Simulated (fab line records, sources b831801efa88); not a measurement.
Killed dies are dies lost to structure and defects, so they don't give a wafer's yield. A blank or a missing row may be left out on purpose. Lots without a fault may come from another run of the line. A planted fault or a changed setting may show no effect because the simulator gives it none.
fab line records | flow sky130
record lots=5 wafers=15 last_day=49
route steps=708 shown POLY_CUT@317 SD_P@320 RES_XHIGH@333 SD_N@342 PAD_OPEN@708
lots that met no fault: from a run of the same line without faults
start_h: hours from the record's first day to the start of the lot's first wafer shown | wait_h: hours since the lot's step before | " the same as in the row above | L1.1+2: a row that stands for several wafers | - no value, or no start given | * or withheld: withheld | < > ~ a bound
route shown NAME@n: a module of which the file shows steps, and the number in the route of the first | usual: mean/standard deviation of fault-free wafers | same: alike in all rows | chamber/n: place in a boat | sites: the reading at each site | _std_site: their standard deviation | _edge_site: outer sites' mean less inner sites' | radius_mm: how far each site lies from the wafer's centre | mask NAME#n: copy n | behind: the tool/chamber that last shaped the wafer | hold: why the lot was held/for how many hours/how that ended | device: the transistor (n, p or np) that didn't switch | end of line: the same wafers' tests at the end of the route | a step without rows: its recipe alone | killed: dies lost to structure and defects at the first sort, not the wafer's yield | map: a wafer's dies, x killed, . not, _ none there
set.NAME: the setting as run; set.NAME@STEP: as run at that earlier step | model.NAME: the simulator's own value behind a step, which no gauge read
lots at some steps of the route; a table a step, a row a wafer
services: from which hour (start_h, from the record's first day; less than 0 if before it) a tool's chamber was out of use, for how many hours, and why
## steps
# step SKY_POLY_CUT_ETCH_10
# recipe chemistry=N2/H2 target=BARC ion_energy_ev=200 source_w=500 bias_w=100 pressure_mtorr=30 n2_flow_sccm=100 h2_flow_sccm=200 stop_on=SiO2 time_s=45.9 target_depth_a=600
# step SKY_POLY_CUT_ETCH_11
# recipe target=Si3N4 chemistry=CF4/CH2F2/Ar stop_on=poly-Si source_w=600 bias_w=150 pressure_mtorr=40 cf4_flow_sccm=40 ch2f2_flow_sccm=20 Ar_flow_sccm=150 time_s=42.5 target_depth_a=600
# step SKY_POLY_CUT_STRIP_12
# recipe chemistry=O2/N2 power_w=1400 pressure_mtorr=1500 platen_temp_c=withheld o2_flow_sccm=3000 n2_flow_sccm=300 overash_fraction=0.5
# step SKY_SD_P_DEHYDRATE_00
# recipe temp_c=200 time_s=60
# step SKY_SD_P_HMDS_01
# recipe prime_time_s=60 prime_temp_c=120
# step SKY_SD_P_COAT_02
# recipe resist=NOVOLAK spin_rpm=3000 resist_thk_nm=1140
# step SKY_SD_P_SOFTBAKE_03
# recipe temp_c=90 time_s=60 resist=NOVOLAK
# step SKY_SD_P_EXPOSE_04
# recipe mask_id=PSDM na=0.6 source_shape=conventional sigma_outer=0.6 polarization=unpolarized target_cd_nm=380 dose_mj=138
# step SKY_SD_P_PEB_05
# recipe temp_c=withheld time_s=* resist=NOVOLAK
# step SKY_SD_P_DEVELOP_06
# recipe resist=NOVOLAK developer=TMAH develop_time_s=60 dev_temp_c=23
# step SKY_SD_P_IMPLANT_09
# recipe species=BF2 energy_kev=20 dose_cm2=3e+15 tilt_deg=0
# usual beam_energy_keV=20.001/0.0059
# columns lot.wafer tool chamber start_h wait_h beam_energy_keV model.implant.rp_nm model.implant.drp_nm
L100.1 implanter-01 0 624.50 0.0 28.900 22.49 12.63
L100.3 " 0 " " 28.908 22.49 12.63
L100.5 " 0 " " 28.907 22.49 12.63
L101.2 implanter-01 0 624.76 0.0 28.902 23.78 12.63
L101.4 " 0 " " 28.906 23.78 12.63
L101.5 " 0 " " 28.914 23.78 12.63
L102.3 implanter-01 0 638.29 0.1 28.908 23.54 12.63
L102.4 " 0 " " 28.911 23.54 12.63
L102.6 " 0 " " 28.910 23.54 12.63
L113.2 implanter-04 0 742.13 0.0 20.006 17.77 9.746
L113.5 " 0 " " 20.014 17.77 9.746
L113.6 " 0 " " 20.017 17.77 9.746
L114.1 implanter-01 0 753.63 0.0 19.993 17.76 9.746
L114.2 " 0 " " 19.998 17.76 9.746
L114.6 " 0 " " 20.000 17.76 9.746
# step SKY_SD_P_STRIP_10
# recipe chemistry=O2/N2 power_w=1400 pressure_mtorr=1500 platen_temp_c=withheld o2_flow_sccm=3000 n2_flow_sccm=300 overash_fraction=0.5
# usual drypump_motor_current_A=5.8/0.49 oes_product_au=0.617/0.0042 strip_time_to_endpoint_s=17.49/0.037
# columns lot.wafer tool chamber start_h wait_h drypump_motor_current_A oes_product_au rf_hours_counter_h strip_time_to_endpoint_s
L100.1 plasma_asher-01 1 624.65 0.1 5.0 0.588 93 18.91
L100.3 " 1 " " 5.0 0.587 - 18.90
L100.5 " 1 " " 5.0 0.580 - 18.88
L101.2 plasma_asher-02 0 624.89 0.1 6.3 0.589 17 18.83
L101.4 " 1 " " 5.4 0.594 - 18.82
L101.5 " 1 " " 5.4 0.594 - 18.83
L102.3 plasma_asher-03 1 638.42 0.1 5.6 0.587 - 18.81
L102.4 " 0 " " 5.9 0.592 - 18.90
L102.6 " 1 " " 5.7 0.588 - 18.86
L113.2 plasma_asher-02 1 742.25 0.1 5.4 0.615 29 17.57
L113.5 " 1 " " 5.5 0.617 - 17.47
L113.6 " 0 " " 6.3 0.619 - 17.48
L114.1 plasma_asher-01 0 753.78 0.1 6.4 0.614 1 17.46
L114.2 " 1 " " 5.0 0.618 1 17.46
L114.6 " 0 " " 6.4 0.620 - 17.41
# step SKY_SD_P_TW_MEAS_11
# usual SD_P_TW=2830/14
# columns lot.wafer tool chamber start_h wait_h hold SD_P_TW
L100.1 film_metro-02 - 624.75 0.1 await_dispo/0.2h/release 3119
L100.3 " - " " await_dispo/0.2h/release 3122
L100.5 " - " " await_dispo/0.2h/release 3120
L100.1 film_metro-02 - 625.05 0.3 - 3108
L100.3 " - " " - 3113
L100.5 " - " " - 3116
L101.2 film_metro-02 - 625.00 0.1 await_dispo/0.2h/release 3119
L101.4 " - " " await_dispo/0.2h/release 3137
L101.5 " - " " await_dispo/0.2h/release 3111
L101.2 film_metro-02 - 625.23 0.2 - 3115
L101.4 " - " " - 3132
L101.5 " - " " - 3124
L102.3 film_metro-01 - 638.51 0.1 await_dispo/0.2h/release 3144
L102.4 " - " " await_dispo/0.2h/release 3145
L102.6 " - " " await_dispo/0.2h/release 3152
L102.3 film_metro-01 - 638.74 0.2 - 3146
L102.4 " - " " - 3124
L102.6 " - " " - 3149
L113.2 film_metro-01 - 742.36 0.1 - 2842
L113.5 " - " " - 2841
L113.6 " - " " - 2840
L114.1 film_metro-01 - 753.88 0.1 - 2831
L114.2 " - " " - 2827
L114.6 " - " " - 2844
# step SKY_RES_XHIGH_HMDS_01
# recipe prime_time_s=60 prime_temp_c=120
# step SKY_RES_XHIGH_COAT_02
# recipe resist=NOVOLAK spin_rpm=3000 resist_thk_nm=1140
# step SKY_RES_XHIGH_SOFTBAKE_03
# recipe temp_c=90 time_s=60 resist=NOVOLAK
# step SKY_RES_XHIGH_EXPOSE_04
# recipe mask_id=URPM na=0.6 source_shape=conventional sigma_outer=0.6 polarization=unpolarized target_cd_nm=1270 dose_mj=140
# step SKY_RES_XHIGH_PEB_05
# recipe temp_c=withheld time_s=* resist=NOVOLAK
# step SKY_RES_XHIGH_DEVELOP_06
# recipe resist=NOVOLAK developer=TMAH develop_time_s=60 dev_temp_c=23
# step SKY_RES_XHIGH_IMPLANT_07
# recipe species=BF2 energy_kev=20.16 dose_cm2=3.6e+14 tilt_deg=0
# step SKY_RES_XHIGH_STRIP_08
# recipe chemistry=O2/N2 power_w=1400 pressure_mtorr=1500 platen_temp_c=withheld o2_flow_sccm=3000 n2_flow_sccm=300 overash_fraction=0.5
# step SKY_SD_N_DEHYDRATE_00
# recipe temp_c=200 time_s=60
# step SKY_SD_N_HMDS_01
# recipe prime_time_s=60 prime_temp_c=120
# step SKY_SD_N_COAT_02
# recipe resist=NOVOLAK spin_rpm=3000 resist_thk_nm=1140
# step SKY_SD_N_SOFTBAKE_03
# recipe temp_c=90 time_s=60 resist=NOVOLAK
# step SKY_SD_N_EXPOSE_04
# recipe mask_id=NSDM na=0.6 source_shape=conventional sigma_outer=0.6 polarization=unpolarized target_cd_nm=380 dose_mj=141
# step SKY_SD_N_PEB_05
# recipe temp_c=withheld time_s=* resist=NOVOLAK
# step SKY_SD_N_DEVELOP_06
# recipe resist=NOVOLAK developer=TMAH develop_time_s=60 dev_temp_c=23
# step SKY_SD_N_IMPLANT_09
# recipe species=As energy_kev=49.25 dose_cm2=4e+15 tilt_deg=0
# step SKY_SD_N_IMPLANT_10
# recipe species=P energy_kev=20 dose_cm2=1e+14 tilt_deg=0
# step SKY_SD_N_STRIP_11
# recipe chemistry=O2/N2 power_w=1400 pressure_mtorr=1500 platen_temp_c=withheld o2_flow_sccm=3000 n2_flow_sccm=300 overash_fraction=0.5
# step SKY_SD_N_CLEAN_13
# recipe chemistry=SC1/SC2 mix=1:4:20 temp_c=70 time_s=150 dry=n2_spin
# step SKY_SD_N_RTA_14
# recipe temp_c=1075 time_s=2 idle_temp_c=650 ramp_up_c_per_s=150 ramp_down_c_per_s=90 ambient=N2
# step SKY_SD_N_RS_MEAS_17
# recipe thk_meas_gauge=four-point-probe
# usual SD_P_RS=147.1/0.33
# columns lot.wafer tool chamber start_h wait_h hold SD_P_RS[ohm/sq]
L100.1 film_metro-02 - 683.14 0.1 await_dispo/0.2h/release 122.2
L100.3 " - " " await_dispo/0.2h/release 122.4
L100.5 " - " " await_dispo/0.2h/release 122.7
L100.1 film_metro-02 - 683.56 0.4 - 122.3
L100.3 " - " " - 122.5
L100.5 " - " " - 122.4
L101.2 film_metro-04 - 683.29 0.1 await_dispo/0.2h/release 122.6
L101.4 " - " " await_dispo/0.2h/release 122.6
L101.5 " - " " await_dispo/0.2h/release 122.5
L101.2 film_metro-04 - 683.71 0.4 - 122.4
L101.4 " - " " - 122.6
L101.5 " - " " - 122.7
L102.3 film_metro-04 - 695.76 0.1 await_dispo/0.2h/release 122.9
L102.4 " - " " await_dispo/0.2h/release 122.7
L102.6 " - " " await_dispo/0.2h/release 122.5
L102.3 film_metro-04 - 696.18 0.4 - 122.9
L102.4 " - " " - 122.6
L102.6 " - " " - 122.8
L113.2 film_metro-01 - 796.54 0.1 - 146.8
L113.5 " - " " - 146.3
L113.6 " - " " - 146.9
L114.1 film_metro-02 - 808.55 0.1 - 147.4
L114.2 " - " " - 147.0
L114.6 " - " " - 146.7
# step SKY_PAD_OPEN_PROBE_99
# usual defect_limited_yield=82.4/1.7 killed_at_M0_to_M3=44/6.9 killed_at_M4_up=3.3/1.7 killed_at_contacts=24/4.7 killed_at_front_end=15/4.5 killed_dies=86/8.4 killed_open=47/6.5 killed_short=39/6 sort_bin_3_pad_short=0.9/0.4 sort_bin_5_function=10.4/1.5 sort_bin_6_memory=6.3/1 sort_n_pass=406/8.4 sort_yield_pct=82.4/1.7
# same gross_dies=492 killed_at_back_side=0 killed_at_other=0 sort_bin_4_leakage[%]=0 sort_bin_8_speed[%]=0
# columns lot.wafer tool chamber start_h wait_h defect_limited_yield[%] killed_at_M0_to_M3 killed_at_M4_up killed_at_contacts killed_at_front_end killed_dies killed_open killed_short sort_bin_3_pad_short[%] sort_bin_5_function[%] sort_bin_6_memory[%] sort_n_pass sort_yield_pct[%]
L113.2 prober-02 - 1176.69 0.1 83.9 44 3 22 10 79 34 45 1.0 9.6 5.5 413 83.9
L113.5 prober-02 - 1176.84 0.2 80.7 46 5 27 17 95 51 44 1.6 9.8 7.9 397 80.7
L113.6 prober-02 - 1176.89 0.2 83.5 41 2 22 16 81 50 31 0.2 10.8 5.5 411 83.5
L114.1 prober-01 - 1185.93 0.1 81.9 44 6 19 20 89 40 49 1.2 10.4 6.5 403 81.9
L114.2 prober-01 - 1185.98 0.1 81.3 45 4 21 22 92 45 47 1.2 10.0 7.5 400 81.3
L114.6 prober-01 - 1186.18 0.2 83.3 50 4 14 14 82 47 35 1.8 8.3 6.5 410 83.3
# killed by level:class
L113.2 LOCAL_INTERCONNECT:geometric_particle:short=9 VIA1:geometric_particle:open=8 POLY_GATE:geometric_particle:short=7 CONTACT:geometric_particle:open=7 VIA1:geometric_particle:short=5 VIA2:geometric_particle:open=5 VIA3:geometric_particle:short=5 METAL3:geometric_particle:short=4
L113.5 VIA1:geometric_particle:open=11 LI_CONTACT:geometric_particle:open=9 POLY_GATE:geometric_particle:open=7 LOCAL_INTERCONNECT:geometric_particle:short=7 CONTACT:geometric_particle:open=6 VIA2:geometric_particle:open=6 VIA1:geometric_particle:short=6 METAL1:geometric_particle:short=5
L113.6 VIA1:geometric_particle:open=9 CONTACT:geometric_particle:open=9 VIA2:geometric_particle:short=8 FIELD_ISO:geometric_particle:open=7 VIA2:geometric_particle:open=6 VIA3:geometric_particle:open=6 LI_CONTACT:geometric_particle:open=5 LOCAL_INTERCONNECT:geometric_particle:short=4
L114.1 METAL2:geometric_particle:short=11 CONTACT:geometric_particle:open=10 METAL1:geometric_particle:short=7 FIELD_ISO:geometric_particle:open=6 VIA1:geometric_particle:open=6 VIA1:geometric_particle:short=5 VIA2:geometric_particle:open=5 POLY_GATE:geometric_particle:short=4
L114.2 VIA1:geometric_particle:open=12 CONTACT:geometric_particle:open=10 METAL2:geometric_particle:short=8 POLY_GATE:geometric_particle:open=7 VIA1:geometric_particle:short=6 METAL1:geometric_particle:short=6 POLY_GATE:geometric_particle:short=5 FIELD_ISO:geometric_particle:short=4
L114.6 VIA1:geometric_particle:open=12 VIA1:geometric_particle:short=10 VIA3:geometric_particle:open=7 METAL2:geometric_particle:short=6 VIA2:geometric_particle:open=5 LI_CONTACT:geometric_particle:open=5 FIELD_ISO:geometric_particle:open=4 POLY_GATE:geometric_particle:short=4
## services
# columns tool chamber start_h hours kind
implanter-04 - 606.32 20.2 repair
implanter-04 - 634.88 5.9 repair
plasma_asher-03 - 639.03 2.8 pm
implanter-01 - 650.37 3.5 pm
plasma_asher-03 - 691.11 0.6 repair
plasma_asher-02 - 704.44 0.4 repair
plasma_asher-03 - 714.25 14.6 pm
plasma_asher-03 - 730.17 1.0 repair
implanter-04 - 732.52 3.9 pm
plasma_asher-01 - 733.75 9.0 pm
plasma_asher-01 0 733.75 9.0 vent_cycle
plasma_asher-01 1 733.75 9.0 vent_cycle
plasma_asher-01 0 742.75 - clean
plasma_asher-01 1 742.75 - clean
plasma_asher-03 - 749.54 1.2 repair
## key
first_sign step=SKY_SD_P_IMPLANT_09 reading=beam_energy_keV direction=up sigmas=99+ usual=* struck=*
effect step=SKY_SD_P_STRIP_10 reading=strip_time_to_endpoint_s direction=up sigmas=36 usual=* struck=*
effect step=SKY_SD_P_TW_MEAS_11 reading=visit direction=added
effect step=SKY_SD_P_TW_MEAS_11 reading=SD_P_TW direction=up sigmas=21 usual=2830 struck=3130
effect step=SKY_SD_N_RS_MEAS_17 reading=SD_P_RS direction=down sigmas=75 usual=147.1 struck=122.6
model_effect step=SKY_SD_P_IMPLANT_09 value=implant.rp_nm without=17.36 struck=23.27
met_at SKY_SD_P_IMPLANT_09
struck_wafers L100.1,L100.3,L100.5,L101.2,L101.4,L101.5,L102.3,L102.4,L102.6
scrapped_behind SKY_SD_N_RS_MEAS_17 L100.1,L100.3,L100.5,L101.2,L101.4,L101.5,L102.3,L102.4,L102.6
fault kind=process_parameter_drift tool=implanter-01 chamber=- onset_h=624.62 steps=SKY_SD_P_IMPLANT_09 channel=energy_kev offset=* shape=step end_h=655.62 acts_in=* stated=*
